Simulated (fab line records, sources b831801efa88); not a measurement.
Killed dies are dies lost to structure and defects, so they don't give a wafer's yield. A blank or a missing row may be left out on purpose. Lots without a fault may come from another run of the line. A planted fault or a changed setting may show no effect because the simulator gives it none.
Problem report in the 8D (eight disciplines) form, filled by code | flow gf180mcu | the parts of the form that need people (team, actions taken, sign-off) are left out

1. THE PROBLEM
TOP_METAL_ALCU_RS at GF_TOP_METAL_RS_MEAS_05 reads a mean of 0.0605 ohm/sq on 2 wafers of 2 lots; wafers without a fault read 0.0327 ohm/sq with a standard deviation of 0.00034. That is +82 standard deviations from the usual mean.
The step: measures by four-point-probe.
First seen on wafer L693.5, day 30 20:34, on film_metro-01. The record holds 30 wafers of 10 lots with a number at this step. Rule for "out", or "out of limits": more than 4 standard deviations from the usual mean. The other wafers with a number count as sound.

2. WHAT IT IS AND WHAT IT IS NOT
question                    | is                | is not
which readings at this step | TOP_METAL_ALCU_RS | -
which lots                  | L693, L696        | L681, L684, L685, L686, L690, L694, L699, L703
which wafers of those lots  | L693.5, L696.6    | L693.1, L693.3, L696.3, L696.4
read on which gauges        | film_metro-01     | film_metro-02, film_metro-03
when                        | from day 30 20:34 | up to then (17 sound wafers); but 11 sound wafers of L694, L696, L699, L703 came after

3. SUSPECTS, AND WHAT RULES EACH OUT
Counting: a tool at a process step up to the reading stays a suspect if it ran every lot that is out. Sound lots after the first of them don't rule it out here, since some wafers of a struck lot are sound.
- the gauge at GF_TOP_METAL_RS_MEAS_05: ruled out. All the wafers that are out were read on film_metro-01, but those of them that GF_TOP_METAL_METAL_ETCH_16 has rows for are out there too, on other tools.
- plasma_asher-03 at GF_M5_STRIP_11 (strips in O2/N2): kept. It ran every lot that is out, first L693 (day 29 23:47); its last sound lot up to then is L686 (day 28 01:52).
- pvd_sputter-04 at GF_TOP_METAL_SPUTTER_02 (material AlCu, target thk 900 nm, time 47.82 s): kept. It ran every lot that is out, first L693 (day 30 20:29); its last sound lot up to then is L690 (day 30 03:27).
Left after counting: plasma_asher-03 at GF_M5_STRIP_11, pvd_sputter-04 at GF_TOP_METAL_SPUTTER_02.

4. THE CAUSE (what the simulator had put in)
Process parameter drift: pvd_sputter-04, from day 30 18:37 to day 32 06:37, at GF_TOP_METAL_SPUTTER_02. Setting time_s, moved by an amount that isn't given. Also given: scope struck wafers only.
Counting left 2 suspects, and this tool is among them.

5. THE CHAIN OF EFFECTS, in route order
Each row: a reading whose mean over the struck wafers that have a number lies more than 3 standard deviations from the usual. Only readings for which the record gives a usual standard deviation are gone through. hours: the time from each lot's start at the first step in this table that gives one to its start at this step, as a median over the lots. sigmas: the change in usual standard deviations.
hours | step                       | reading            | usual         | on struck wafers | change  | sigmas
0     | GF_TOP_METAL_RS_MEAS_05    | TOP_METAL_ALCU_RS  | 0.0327 ohm/sq | 0.0605           | +0.0278 | +82
0     | GF_TOP_METAL_THK_MEAS_06   | TOP_METAL_ALCU_THK | 905 nm        | 484              | -420    | -30
17    | GF_TOP_METAL_METAL_ETCH_16 | oes_product_au     | 0.967 a.u.    | 0.733            | -0.234  | -37
17    | GF_TOP_METAL_METAL_ETCH_16 | throttle_valve_pct | 28.257 %      | 28.512           | +0.255  | +23
The process steps in it:
- GF_TOP_METAL_METAL_ETCH_16: etches the open film in Cl2/BCl3, stops on SiO2, target depth 1077.5 nm, time 179.6 s.

6. WHAT WOULD HAVE CAUGHT IT SOONER
In this record the first reading out of limits at a measuring or inspecting step was taken at day 30 20:34, 2 hours after the fault began at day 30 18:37.
Of the tool readings at GF_TOP_METAL_SPUTTER_02 for which the record gives a usual standard deviation, none was out on any struck wafer, so an alarm limit of 4 standard deviations on them would not have fired.
Of the lots that are out (2), L696 began GF_TOP_METAL_SPUTTER_02 on pvd_sputter-04 after day 30 20:34. A hold on the tool at that time would have spared it.
